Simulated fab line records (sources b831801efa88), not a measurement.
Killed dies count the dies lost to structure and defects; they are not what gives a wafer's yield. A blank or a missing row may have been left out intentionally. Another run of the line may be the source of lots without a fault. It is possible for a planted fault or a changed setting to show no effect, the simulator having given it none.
A struck lot beside a sound one :: flow sky130 :: 17 steps out of a route of 708
Sound: the wafers L743.1, L743.5, L743.6. Wafers struck: L750.2, L750.4, L750.5. The cause is named last.
Each step with rows lists, per side, the tool, then ch with its chambers, then its first start. Under that, the readings that differ: sound wafers :: struck wafers :: difference of the means :: sigmas: that difference in standard deviations of wafers without a fault.
alike: words and numbers the same on both sides, and readings whose means are apart by under 2 such deviations; not compared: readings that were withheld, readings missing a value for some wafer, numbers with overlapping values and no deviation given by the record, and bounds like >300 which may hide the same value.
Wherever a step has rows on one side only, a row that says differs or no value, or a row with sigmas, the two part there. Numbers that don't overlap but have no deviation are shown without sigmas and don't part them. Lack of a reading on every wafer of one side parts them only where that side has two or more wafers.

first, 1 step without rows for these wafers: SKY_VT_ADJUST_LVTN_IMPLANT_19.
SKY_VT_ADJUST_LVTN_STRIP_20: strips in O2/N2.
  sound on plasma asher-02 ch 0,1, day 8 00:55; struck on plasma asher-01 ch 0,1, day 9 21:25
reading: strip time to endpoint s (s)
sound: 13.96 13.89 13.91
struck: 14.01 14.00 14.00
difference: +0.08
sigmas: +2
  alike: chamber pressure mTorr, drypump motor current A, oes product au
  not compared: rf hours counter h
SKY_VT_ADJUST_LVTN_TW_MEAS_21:
  struck on film metro-02, day 9 21:32; sound on film metro-02, day 8 01:01
  alike: VT_ADJUST_LVTN_2_TW
then, 7 steps without rows for these wafers: SKY_VT_ADJUST_NCORE_DEHYDRATE_00 (time 60 s); SKY_VT_ADJUST_NCORE_HMDS_01 (prime time 60 s); SKY_VT_ADJUST_NCORE_COAT_02 (resist thk 1140 nm); SKY_VT_ADJUST_NCORE_SOFTBAKE_03 (time 60 s); SKY_VT_ADJUST_NCORE_EXPOSE_04 (exposes mask LVTN COMPLEMENT THIN, target cd 380 nm); SKY_VT_ADJUST_NCORE_PEB_05; SKY_VT_ADJUST_NCORE_DEVELOP_06 (develop time 60 s).
SKY_VT_ADJUST_NCORE_CD_MEAS_07: target cd 380 nm.
  struck on cd sem-01, day 10 21:32; sound on cd sem-01, day 8 22:37
  alike: cd nm
SKY_VT_ADJUST_NCORE_OVL_MEAS_08:
  struck on overlay-01, day 10 21:38; sound on overlay-01, day 8 22:44
  alike: VT_ADJUST_NCORE_OVL
SKY_VT_ADJUST_NCORE_IMPLANT_09:
  sound on implanter-03 ch 0, day 8 22:46; struck on implanter-04 ch 0, day 10 21:41
reading: dose ions cm2
sound: 2.4006e+12 2.3996e+12 2.4e+12
struck: 2.396e+11 2.38e+11 2.354e+11
difference: -2.162e+12
sigmas: -99 or more

reading: faraday current uA
sound: 13.51 13.00 13.34
struck: 1.34 1.38 1.39
difference: -11.91
sigmas: -43
SKY_VT_ADJUST_NCORE_STRIP_10: strips in O2/N2.
  sound on plasma asher-01 ch 0,1, day 8 22:55; struck on plasma asher-03 ch 0,1, day 10 21:49
reading: strip time to endpoint s (s)
sound: 14.25 14.22 14.29
struck: 14.17 14.16 14.11
difference: -0.11
sigmas: -2
  alike: chamber pressure mTorr, drypump motor current A, oes product au
  not compared: rf hours counter h
SKY_VT_ADJUST_NCORE_TW_MEAS_11:
  struck on film metro-04, day 10 21:56; sound on film metro-01, day 8 23:01
reading: VT_ADJUST_NCORE_TW
sound: 217.3 217.8 215.5
struck: 116.4 118.3 119.2
difference: -98.9
sigmas: -62
then, 1 step without rows for these wafers: SKY_VT_ADJUST_HVTR_DEHYDRATE_00 (time 60 s).
-- the record jumps here: 38 days lie between the struck wafers' starts before and after (it left off in module VT_ADJUST_HVTR and takes up again in module PAD_OPEN, whose first step shown is number 708 of the route) --
SKY_PAD_OPEN_PROBE_99:
  struck on prober-02, day 48 13:02; sound on prober-01, day 46 18:50
reading: model.etest.pfet_16v.r on ohm um
sound: 1.494e+04 1.514e+04 1.472e+04
struck: 1.851e+04 1.807e+04 1.81e+04
difference: +3.293e+03
sigmas: 

reading: model.etest.nfet_16v.r on ohm um
sound: 1.407e+04 1.417e+04 1.407e+04
struck: 1.145e+04 1.127e+04 1.124e+04
difference: -2.783e+03
sigmas: 

reading: model.etest.pfet g5v0d10v5.r on ohm um
sound: 4827 4770 4717
struck: 6012 6084 5872
difference: +1218
sigmas: 

reading: model.etest.tip p.rs ohm sq
sound: 6868 6864 6861
struck: 7743 7775 7732
difference: +886
sigmas: 

reading: model.etest.pfet_01v8.r on ohm um
sound: 3063 3020 2954
struck: 3431 3422 3354
difference: +390
sigmas: 

reading: model.etest.res pwell under gate.rs ohm sq
sound: 2272 2264 2273
struck: 2563 2578 2566
difference: +299
sigmas: 

reading: model.etest.nfet g5v0d10v5.r on ohm um
sound: 1950 1910 1914
struck: 1655 1651 1618
difference: -283
sigmas: 

reading: model.etest.tip_p_5v.rs ohm sq
sound: 2823 2847 2843
struck: 3107 3090 3083
difference: +256
sigmas: 
  alike: killed_at_M0_to_M3, killed_at_M4_up, killed at contacts, killed at front end, killed at other, killed dies, killed open, killed short

WHERE THEY PART
First at SKY_VT_ADJUST_LVTN_STRIP_20; last, within this record, at SKY_VT_ADJUST_NCORE_TW_MEAS_11. Later steps at which nothing parts them and some readings are alike: SKY_PAD_OPEN_PROBE_99.

WHY: what the simulator had put in
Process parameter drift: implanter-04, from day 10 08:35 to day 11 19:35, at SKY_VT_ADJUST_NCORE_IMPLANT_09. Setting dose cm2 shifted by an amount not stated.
